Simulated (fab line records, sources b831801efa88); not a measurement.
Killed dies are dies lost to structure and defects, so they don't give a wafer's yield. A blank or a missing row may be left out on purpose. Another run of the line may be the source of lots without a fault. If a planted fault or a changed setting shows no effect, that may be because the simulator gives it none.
The same fault as seen by 2 desks -- flow sky130 -- numbers are kept per desk, each desk with only its own; the story behind them comes last

== AT THE TOOL OWNER'S DESK: implanter-01 ==
For each lot that ran on this tool, the mean over its sampled wafers that have a number, from the tool's own readings at SKY_VT_ADJUST_NCORE_IMPLANT_09. If a lot's mean is further than 4 standard deviations from the usual mean, the lot is out of limits and carries the mark OUT (the distance appears in the brackets).
Columns: A = beam-on-s at SKY_VT_ADJUST_NCORE_IMPLANT_09, usual 10.01 s; B = dose-ions-cm2 at SKY_VT_ADJUST_NCORE_IMPLANT_09, usual 2.3992e+12
lot,first seen here,A,B
L695,day 9 05:30,9.98,2.3988e+12
L703,day 11 16:03,9.73,2.3110e+12 (-35) OUT
L706,day 12 12:53,10.10,2.3101e+12 (-36) OUT
This desk finds L703, L706 out of limits, L703 being first, at day 11 16:03 (dose-ions-cm2 at SKY_VT_ADJUST_NCORE_IMPLANT_09). In limits: L695.

== METROLOGY DESK ==
What the gauges read for every lot (on any tool): the sampled wafers with a number, averaged. If a lot's mean is further than 4 standard deviations from the usual mean, the lot is out of limits and carries the mark OUT (the distance appears in the brackets).
Columns: A = VT_ADJUST_LVTN_2_TW at SKY_VT_ADJUST_LVTN_TW_MEAS_21, usual 186.8; B = cd-nm at SKY_VT_ADJUST_NCORE_CD_MEAS_07, usual 380.4 nm; C = VT_ADJUST_NCORE_OVL at SKY_VT_ADJUST_NCORE_OVL_MEAS_08, usual -0.2 nm
lot,first seen here,A,B,C
L695,day 8 08:05,184.9,380.4,-0.8
L703,day 10 16:07,188.7,381.7,-0.3
L706,day 11 11:53,184.4,379.8,0.1
L707,day 11 18:47,184.9,381.4,0.7
L709,day 12 07:56,188.6,376.7,-1.6
L716,day 14 07:44,187.4,379.3,-1.7
This desk found nothing out of limits on any of the 6 lots.

== BROUGHT TOGETHER ==
An alarm could have come from the tool owner's desk at day 11 16:03, on L703, L706.
Metrology desk: nothing out of limits seen.
The metrology desk has L703, L706 on record, within its limits.
The lots listed all ran SKY_VT_ADJUST_NCORE_IMPLANT_09 on implanter-01.

== WHAT WAS PUT IN BY THE SIMULATOR ==
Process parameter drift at SKY_VT_ADJUST_NCORE_IMPLANT_09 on implanter-01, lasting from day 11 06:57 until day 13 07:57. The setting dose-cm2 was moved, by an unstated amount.
Struck lots among those shown: L703, L706.
How many hours passed from the start of the fault until each desk's first out-of-limits reading: the tool owner's desk, 9.
